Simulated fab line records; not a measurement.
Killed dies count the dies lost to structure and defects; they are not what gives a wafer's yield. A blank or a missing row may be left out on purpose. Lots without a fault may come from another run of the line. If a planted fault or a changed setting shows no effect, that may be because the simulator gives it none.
The tool behind it: which one? ; flow sky130 ; Sampling: 11 lots, 33 wafers, 5 of 708 route steps

## WHAT THE GAUGES READ, wafer by wafer
SKY_VT_ADJUST_HVTR_CD_MEAS_07: target cd 380 nm. Usual: 380.9 nm for cd_nm, sd 2.5.
lot;measured;on;cd_nm (nm);flag
L341;day 9 10:04;cd_sem-01;377.9 377.2 378.9;
L342;day 10 12:14;cd_sem-02;381.9 381.8 383.3;
L346;day 10 16:07;cd_sem-01;382.6 383.7 383.6;
L347;day 11 00:57;cd_sem-01;384.6 385.1 383.7;
L352;day 12 13:19;cd_sem-01;380.7 381.8 378.1;
L357;day 14 10:22;cd_sem-01;382.0 381.1 379.5;
L358;day 14 18:33;cd_sem-01;381.7 379.9 381.4;
L360;day 15 09:16;cd_sem-01;383.3 384.4 385.9;
L361;day 16 01:01;cd_sem-01;380.2 381.8 379.5;
L362;day 16 23:43;cd_sem-02;380.4 382.3 381.3;
L363;day 17 12:31;cd_sem-02;378.3 377.5 377.8;

SKY_VT_ADJUST_HVTR_OVL_MEAS_08. Usual: for VT_ADJUST_HVTR_OVL the level is 0.2 nm and the standard deviation is 1.4.
lot;measured;on;VT_ADJUST_HVTR_OVL (nm);flag
L341;day 9 10:11;overlay-02;1.7 1.9 -0.1;
L342;day 10 12:20;overlay-02;1.2 0.7 1.5;
L346;day 10 16:13;overlay-01;1.1 2.4 0.6;
L347;day 11 01:02;overlay-02;2.2 -0.7 0.4;
L352;day 12 13:26;overlay-01;0.5 -1.5 0.8;
L357;day 14 10:29;overlay-01;-0.9 0.1 -0.8;
L358;day 14 18:38;overlay-01;0.4 -0.6 0.7;
L360;day 15 09:23;overlay-02;0.1 -0.5 1.5;
L361;day 16 01:08;overlay-02;0.2 0.6 0.3;
L362;day 16 23:50;overlay-01;-1.1 -0.8 -0.7;
L363;day 17 12:38;overlay-01;-0.1 0.1 -0.6;

SKY_SONOS_ONO_THK_MEAS_01. Usual: for SONOS_ONO_OXIDATION_THK the level is 2.59 nm and the standard deviation is 0.06.
lot;measured;on;SONOS_ONO_OXIDATION_THK (nm);flag
L341;day 11 14:20;film_metro-01;2.67 2.61 2.53;
L342;day 12 13:59;film_metro-02;2.53 2.58 2.54;
L346;day 12 19:00;film_metro-02;2.69 2.68 2.71;
L347;day 13 05:06;film_metro-01;2.57 2.55 2.59;
L352;day 14 18:52;film_metro-03;2.54 2.58 2.55;
L357;day 16 22:40;film_metro-02;2.10 2.08 2.18;OFF
L358;day 17 05:31;film_metro-02;2.21 2.12 2.14;OFF
L360;day 17 20:25;film_metro-02;2.54 2.58 2.51;
L361;day 18 13:48;film_metro-02;2.61 2.57 2.59;
L362;day 19 14:36;film_metro-03;2.57 2.53 2.60;
L363;day 20 06:40;film_metro-01;2.61 2.61 2.71;

## EACH LOT AND THE TOOL THAT RAN IT (in order: tool; ch and the chambers of the sampled wafers; start)
lot;SKY_VT_ADJUST_LVTN_STRIP_09;SKY_SONOS_ONO_OXIDATION_00
L341;plasma_asher-02 ch 0,1, day 6 22:22;furnace-02 ch 0, day 11 12:59
L342;plasma_asher-02 ch 1, day 7 20:43;furnace-01 ch 0, day 12 12:38
L346;plasma_asher-02 ch 0,1, day 8 00:56;furnace-02 ch 0, day 12 17:38
L347;plasma_asher-03 ch 0,1, day 8 08:08;furnace-02 ch 0, day 13 03:44
L352;plasma_asher-02 ch 0,1, day 9 14:53;furnace-02 ch 0, day 14 17:31
L357;plasma_asher-02 ch 0,1, day 11 08:23;furnace-02 ch 0, day 16 21:19
L358;plasma_asher-02 ch 0,1, day 11 15:05;furnace-02 ch 0, day 17 04:10
L360;plasma_asher-04 ch 0,1, day 12 02:58;furnace-01 ch 0, day 17 19:04
L361;plasma_asher-04 ch 0,1, day 12 17:30;furnace-01 ch 0, day 18 12:27
L362;plasma_asher-02 ch 0,1, day 13 14:24;furnace-02 ch 0, day 19 13:16
L363;plasma_asher-02 ch 0,1, day 14 01:21;furnace-01 ch 0, day 20 05:20
- SKY_VT_ADJUST_LVTN_STRIP_09: strips in O2/N2.
- SKY_SONOS_ONO_OXIDATION_00: stabilise 600 s, purge 300 s, target thk 2.6 nm.

## AS READ BY THE TOOLS THEMSELVES (means over the sampled wafers that have a number; for cases with no such wafer, the mark the record gives instead)
SKY_VT_ADJUST_LVTN_STRIP_09. Usual: drypump_motor_current_A 5.6 A, standard deviation 0.58; oes_product_au 0.723 a.u., standard deviation 0.0044; strip_time_to_endpoint_s 36.91 s, standard deviation 0.1.
lot;tool;drypump_motor_current_A (A);oes_product_au (a.u.);strip_time_to_endpoint_s (s);flag
L341;plasma_asher-02;5.4;0.722;36.86;
L342;plasma_asher-02;4.9;0.726;36.87;
L346;plasma_asher-02;5.4;0.724;36.88;
L347;plasma_asher-03;6.2;0.724;36.79;
L352;plasma_asher-02;5.2;0.720;36.82;
L357;plasma_asher-02;5.5;0.721;36.92;
L358;plasma_asher-02;5.4;0.721;37.04;
L360;plasma_asher-04;6.3;0.722;36.93;
L361;plasma_asher-04;6.3;0.724;36.97;
L362;plasma_asher-02;5.2;0.717;36.91;
L363;plasma_asher-02;5.2;0.722;36.77;

SKY_SONOS_ONO_OXIDATION_00. Usual: spike_tc_bottom_C 819 C, standard deviation 4.1; spike_tc_centre_C 798.8 C, standard deviation 1.3; spike_tc_lower_C 800.7 C, standard deviation 1.4; spike_tc_top_C 809.2 C, standard deviation 1.9; spike_tc_upper_C 800.4 C, standard deviation 1.3; tube_center_temp_C 800 C, standard deviation 0.076; tube_center_temp_C_max 802.1, standard deviation 0.32; zone_power_centre_pct 14.7 %, standard deviation 0.38; zone_power_upper_pct 14.41 %, standard deviation 0.15.
lot;tool;spike_tc_bottom_C (C);spike_tc_centre_C (C);spike_tc_lower_C (C);spike_tc_top_C (C);spike_tc_upper_C (C);tube_center_temp_C (C);tube_center_temp_C_max;zone_power_centre_pct (%);zone_power_upper_pct (%);flag
L341;furnace-02;821;798.8;801.8;807.9;801.0;800;801.9;15.0;14.52;
L342;furnace-01;813;799.7;799.3;811.2;799.2;800;802.2;14.2;14.37;
L346;furnace-02;822;797.8;801.5;808.1;800.2;800;802.1;14.9;14.45;
L347;furnace-02;822;798.9;801.3;807.5;801.1;800;802.0;15.1;14.28;
L352;furnace-02;822;798.5;800.4;808.5;800.1;800;801.9;14.9;14.47;
L357;furnace-02;811;786.6;789.0;796.4;789.6;788;790.2;14.5;14.08;OFF
L358;furnace-02;811;786.1;789.8;797.6;789.6;788;790.4;14.6;14.03;OFF
L360;furnace-01;814;799.8;799.0;812.5;798.6;800;801.8;14.2;14.43;
L361;furnace-01;813;800.2;800.0;811.1;799.3;800;802.0;14.3;14.32;
L362;furnace-02;822;798.3;802.1;808.1;801.9;800;802.3;14.9;14.52;
L363;furnace-01;814;800.7;799.0;811.7;799.7;800;802.1;14.0;14.26;

## THE ANSWER, worked out from the rows above alone
Rule: a lot counts as off when the mean over its wafers that have a number is more than 3 standard deviations away from the usual mean. Also off: a lot with no number at a reading for which 4 or more lots have one. Where the step has rows for the other lots, those lots are counted as sound. First the gauges in route order, then the tools' own readings, where a lot's mean is used as printed above. The first step at which some lot is off is used, and at that step the reading that is off furthest; a lot without a number counts as furthest.
Off: at SKY_SONOS_ONO_THK_MEAS_01 (SONOS_ONO_OXIDATION_THK), L357, L358.
If a tool, at a process step before that reading, ran all the lots that are off and no sound lot after the first of them, it fits. The gauges at SKY_SONOS_ONO_THK_MEAS_01 aren't tried: what is off there is off at SKY_SONOS_ONO_OXIDATION_00 too, on other tools, and a gauge's error can't cause that. Of those tried, none fits.

## WHAT THE SIMULATOR HAD INSERTED
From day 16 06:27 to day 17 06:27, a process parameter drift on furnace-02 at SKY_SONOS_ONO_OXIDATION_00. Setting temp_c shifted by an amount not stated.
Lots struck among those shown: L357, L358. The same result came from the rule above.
